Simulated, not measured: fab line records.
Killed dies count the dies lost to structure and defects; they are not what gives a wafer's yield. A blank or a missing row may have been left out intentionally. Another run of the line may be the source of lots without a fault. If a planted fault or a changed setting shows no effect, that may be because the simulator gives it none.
Which tool did it? + flow gf180mcu + 13 lots with 39 wafers sampled at 5 steps, on a route of 602 steps

== WHAT THE GAUGES READ, wafer by wafer ==
GF_MVPSD_TW_MEAS_11. Usual: MVPSD_TW gives 550 (standard deviation 3.4).
| lot  | measured     | on            | MVPSD_TW    | flag |
|------|--------------|---------------|-------------|------|
| L622 | day 5 01:01  | film-metro-03 | 551 548 544 |      |
| L623 | day 5 06:30  | film-metro-02 | 550 553 549 |      |
| L624 | day 5 12:48  | film-metro-03 | 551 549 547 |      |
| L625 | day 5 18:14  | film-metro-03 | 546 549 544 |      |
| L627 | day 6 07:56  | film-metro-02 | 554 552 552 |      |
| L628 | day 6 14:38  | film-metro-02 | 550 548 549 |      |
| L631 | day 7 07:20  | film-metro-02 | 556 554 554 |      |
| L632 | day 7 11:59  | film-metro-01 | 550 549 550 |      |
| L633 | day 7 19:05  | film-metro-02 | 555 553 552 |      |
| L637 | day 8 20:47  | film-metro-02 | 545 545 543 |      |
| L638 | day 9 04:03  | film-metro-02 | 552 553 546 |      |
| L641 | day 9 16:18  | film-metro-02 | 546 549 549 |      |
| L644 | day 10 11:38 | film-metro-02 | 551 553 554 |      |

GF_PSD_OVL_MEAS_08. Usual: PSD_OVL gives -0.3 nm (standard deviation 1.4).
| lot  | measured     | on         | PSD_OVL (nm)      | flag |
|------|--------------|------------|-------------------|------|
| L622 | day 14 00:13 | overlay-01 | -0.7 0.6 -2.2     |      |
| L623 | day 14 12:23 | overlay-01 | 2.5 2.4 1.4       |      |
| L624 | day 15 00:25 | overlay-02 | -0.1 -0.9 -0.4    |      |
| L625 | day 15 01:28 | overlay-01 | 1.4 -0.9 0.2      |      |
| L627 | day 15 23:19 | overlay-01 | 0.2 -2.5 0.3      |      |
| L628 | day 16 11:22 | overlay-01 | -0.5 -0.5 0.6     |      |
| L631 | day 17 10:13 | overlay-02 | -1.0 -0.6 -2.2    |      |
| L632 | day 17 17:47 | overlay-01 | -82.6 -82.8 -84.0 | OFF  |
| L633 | day 18 01:07 | overlay-01 | 0.6 0.0 1.0       |      |
| L637 | day 19 19:22 | overlay-01 | 1.1 0.9 1.2       |      |
| L638 | day 20 01:49 | overlay-01 | -86.1 -86.1 -84.1 | OFF  |
| L641 | day 20 21:05 | overlay-01 | -0.2 -2.0 -2.7    |      |
| L644 | day 21 22:35 | overlay-02 | -1.1 0.5 -2.2     |      |

GF_V2_OVL_MEAS_15. Usual: V2_OVL gives -6 nm (standard deviation 4.9).
| lot  | measured     | on         | V2_OVL (nm) | flag |
|------|--------------|------------|-------------|------|
| L622 | day 19 22:50 | overlay-01 | -10 -1 -4   |      |
| L623 | day 20 12:28 | overlay-02 | -4 -11 -3   |      |
| L624 | day 21 04:10 | overlay-01 | -5 -3 -5    |      |
| L625 | day 21 05:55 | overlay-01 | 4 -6 -3     |      |
| L627 | day 22 04:46 | overlay-01 | -6 -3 -3    |      |
| L628 | day 22 16:16 | overlay-01 | 1 -7 1      |      |
| L631 | day 23 14:25 | overlay-01 | -8 -11 -11  |      |
| L632 | day 24 00:43 | overlay-02 | -6 -2 -8    |      |
| L633 | day 24 08:18 | overlay-02 | -7 -2 -14   |      |
| L637 | day 25 22:05 | overlay-01 | -3 -5 -13   |      |
| L638 | day 26 02:40 | overlay-01 | -8 -8 -5    |      |
| L641 | day 26 20:01 | overlay-02 | -5 -12 -6   |      |
| L644 | day 28 12:04 | overlay-02 | -3 -1 -5    |      |

== EACH LOT AND THE TOOL THAT RAN IT (in order: tool; ch and the chambers of the sampled wafers; start) ==
| lot  | GF_POLY_GATE_ETCH_12               | GF_PSD_EXPOSE_04                    |
|------|------------------------------------|-------------------------------------|
| L622 | rie-diel-04 ch 1,2, day 9 01:57    | iline-stepper-02 ch 0, day 13 14:30 |
| L623 | rie-diel-01 ch 0,1,2, day 9 11:34  | iline-stepper-02 ch 0, day 14 01:57 |
| L624 | rie-diel-01 ch 0,2, day 9 18:49    | iline-stepper-01 ch 0, day 14 13:54 |
| L625 | rie-diel-02 ch 1,2, day 9 23:42    | iline-stepper-02 ch 0, day 14 15:43 |
| L627 | rie-diel-02 ch 0,2,3, day 10 16:39 | iline-stepper-01 ch 0, day 15 12:40 |
| L628 | rie-diel-02 ch 1,2,3, day 11 00:10 | iline-stepper-02 ch 0, day 16 00:19 |
| L631 | rie-diel-04 ch 1,2, day 11 20:00   | iline-stepper-02 ch 0, day 16 22:45 |
| L632 | rie-diel-04 ch 1,2,3, day 12 01:55 | iline-stepper-02 ch 0, day 17 06:16 |
| L633 | rie-diel-01 ch 0,2,3, day 12 10:46 | iline-stepper-01 ch 0, day 17 13:35 |
| L637 | rie-diel-01 ch 0,1,3, day 13 18:27 | iline-stepper-01 ch 0, day 19 06:56 |
| L638 | rie-diel-02 ch 0,2, day 14 04:22   | iline-stepper-02 ch 0, day 19 14:20 |
| L641 | rie-diel-02 ch 0,1,3, day 14 18:46 | iline-stepper-01 ch 0, day 20 08:53 |
| L644 | rie-diel-01 ch 0,1,3, day 15 17:03 | iline-stepper-01 ch 0, day 21 10:17 |
- GF_POLY_GATE_ETCH_12: etches BARC in N2/H2.
- GF_PSD_EXPOSE_04: exposes mask Pplus, target cd 400 nm.

== AS READ BY THE TOOLS THEMSELVES (means over the sampled wafers that have a number; for cases with no such wafer, the mark the record gives instead) ==
GF_POLY_GATE_ETCH_12. Usual: bias-w 100.0 W, standard deviation 0.31; drypump-motor-current-A 5.9 A, standard deviation 0.49; oes-product-au 0.737 a.u., standard deviation 0.0041; throttle-valve-pct 13.214 %, standard deviation 0.0096.
| lot  | tool        | bias-w (W) | drypump-motor-current-A (A) | oes-product-au (a.u.) | throttle-valve-pct (%) | flag |
|------|-------------|------------|-----------------------------|-----------------------|------------------------|------|
| L622 | rie-diel-04 | 100.2      | 5.8                         | 0.739                 | 13.219                 |      |
| L623 | rie-diel-01 | 99.9       | 6.3                         | 0.732                 | 13.212                 |      |
| L624 | rie-diel-01 | 100.0      | 5.9                         | 0.738                 | 13.223                 |      |
| L625 | rie-diel-02 | 100.2      | 5.7                         | 0.739                 | 13.221                 |      |
| L627 | rie-diel-02 | 100.1      | 5.5                         | 0.735                 | 13.207                 |      |
| L628 | rie-diel-02 | 99.9       | 5.4                         | 0.736                 | 13.209                 |      |
| L631 | rie-diel-04 | 99.9       | 5.8                         | 0.739                 | 13.226                 |      |
| L632 | rie-diel-04 | 99.6       | 6.1                         | 0.740                 | 13.218                 |      |
| L633 | rie-diel-01 | 100.0      | 6.0                         | 0.739                 | 13.214                 |      |
| L637 | rie-diel-01 | 100.4      | 6.3                         | 0.738                 | 13.219                 |      |
| L638 | rie-diel-02 | 100.0      | 5.7                         | 0.738                 | 13.204                 |      |
| L641 | rie-diel-02 | 100.0      | 5.7                         | 0.739                 | 13.210                 |      |
| L644 | rie-diel-01 | 100.2      | 6.3                         | 0.736                 | 13.217                 |      |

GF_PSD_EXPOSE_04. Usual: 0.1 nm for focus-offset-nm, sd 0.52.
| lot  | tool             | focus-offset-nm (nm) | flag |
|------|------------------|----------------------|------|
| L622 | iline-stepper-02 | -0.5                 |      |
| L623 | iline-stepper-02 | 0.1                  |      |
| L624 | iline-stepper-01 | -0.2                 |      |
| L625 | iline-stepper-02 | 0.1                  |      |
| L627 | iline-stepper-01 | 0.1                  |      |
| L628 | iline-stepper-02 | 0.4                  |      |
| L631 | iline-stepper-02 | -0.5                 |      |
| L632 | iline-stepper-02 | -0.1                 |      |
| L633 | iline-stepper-01 | 0.5                  |      |
| L637 | iline-stepper-01 | 0.2                  |      |
| L638 | iline-stepper-02 | -0.0                 |      |
| L641 | iline-stepper-01 | 1.0                  |      |
| L644 | iline-stepper-01 | -0.1                 |      |

== THE ANSWER, worked out from the rows above alone ==
Rule: a lot is off if the mean of its wafers that have a number lies more than 3 standard deviations from the usual mean. A lot without any number at a reading at which 4 lots or more have one is off too. All remaining lots with rows at the step are treated as sound. First the gauges in route order, then the tools' own readings, where a lot's mean is used as printed above. At the first step where some lot is off, the reading lying furthest off is the one used; lots without a number count as furthest.
Off: L632, L638, at GF_PSD_OVL_MEAS_08 (PSD_OVL).
A tool fits if, at a process step before that reading, it ran every lot that is off, and no sound lot after the first of them. Gauges at GF_PSD_OVL_MEAS_08: tried the same way as those tools. One fits: GF_PSD_EXPOSE_04 on iline-stepper-02. Its last sound lot is L631 (day 16 22:45), its first lot that is off L632 (day 17 06:16): a fault that began between those two fits.

== WHAT THE SIMULATOR HAD INSERTED ==
Scanner matching overlay: iline-stepper-02, from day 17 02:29 on, at GF_PSD_EXPOSE_04. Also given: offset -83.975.
Struck lots among those shown: L632, L638. The same result came from the rule above.
